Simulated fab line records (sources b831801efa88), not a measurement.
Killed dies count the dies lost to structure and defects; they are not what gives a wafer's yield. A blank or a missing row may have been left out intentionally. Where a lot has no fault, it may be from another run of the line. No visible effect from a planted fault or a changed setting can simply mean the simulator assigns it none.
2 desks looking at one fault || flow sky130 || each desk has only its own numbers; what lay behind them comes last

== AT THE METROLOGY DESK ==
Lot by lot, what the gauges showed, no matter which tool ran the lot: averages of those sampled wafers that carry a number. Marked OUT: a lot whose mean sits more than 4 standard deviations from the usual mean, which makes it out of limits; the brackets give that distance.
Columns: A = CONTACT_W_RS at SKY_CONTACT_RS_MEAS_25, usual 0.335 ohm/sq; B = CONTACT_W_THK at SKY_CONTACT_THK_MEAS_26, usual 348 nm
{"lot": "L445", "first seen here": "day 31 15:23", "A": 0.330, "B": 350}
{"lot": "L448", "first seen here": "day 32 16:38", "A": 0.324, "B": 364}
{"lot": "L449", "first seen here": "day 33 08:52", "A": 0.332, "B": 353}
{"lot": "L459", "first seen here": "day 36 10:55", "A": 0.333, "B": 344}
{"lot": "L465", "first seen here": "day 38 00:47", "A": 0.327, "B": 346}
{"lot": "L466", "first seen here": "day 38 16:05", "A": 0.339, "B": 345}
Result from this desk: across the 6 lots, nothing is out of limits.

== TOOL OWNER'S DESK, pvd-sputter-01 ==
The tool's own readings at SKY_METAL1_SPUTTER_01 (material TiN, target thk 20 nm, time 16.7 s): means of the sampled wafers that have a number, for each lot that ran on this tool. Marked OUT: a lot whose mean sits more than 4 standard deviations from the usual mean, which makes it out of limits; the brackets give that distance.
Columns: A = cathode-dc-power-W at SKY_METAL1_SPUTTER_01, usual 6499.9 W; B = throttle-valve-pct at SKY_METAL1_SPUTTER_01, usual 30.1 %
{"lot": "L448", "first seen here": "day 32 17:08", "A": "8745.7 (+99 or more) OUT", "B": 30.0}
{"lot": "L449", "first seen here": "day 33 09:21", "A": "8745.6 (+99 or more) OUT", "B": 30.1}
{"lot": "L465", "first seen here": "day 38 01:18", "A": 6500.7, "B": 30.9}
This desk finds L448, L449 out of limits, L448 being first, at day 32 17:08 (cathode-dc-power-W at SKY_METAL1_SPUTTER_01). L465 stayed within limits.

== BROUGHT TOGETHER ==
The tool owner's desk could have raised an alarm at day 32 17:08, on L448, L449.
The metrology desk saw nothing out of limits.
The metrology desk has L448, L449 on record, within its limits.
Every lot named ran SKY_METAL1_SPUTTER_01 on pvd-sputter-01.

== WHAT THE SIMULATOR HAD INSERTED ==
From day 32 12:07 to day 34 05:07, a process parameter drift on pvd-sputter-01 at SKY_METAL1_SPUTTER_01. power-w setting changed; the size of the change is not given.
Struck lots among those shown: L448, L449.
How many hours passed from the start of the fault until each desk's first out-of-limits reading: the tool owner's desk, 5.
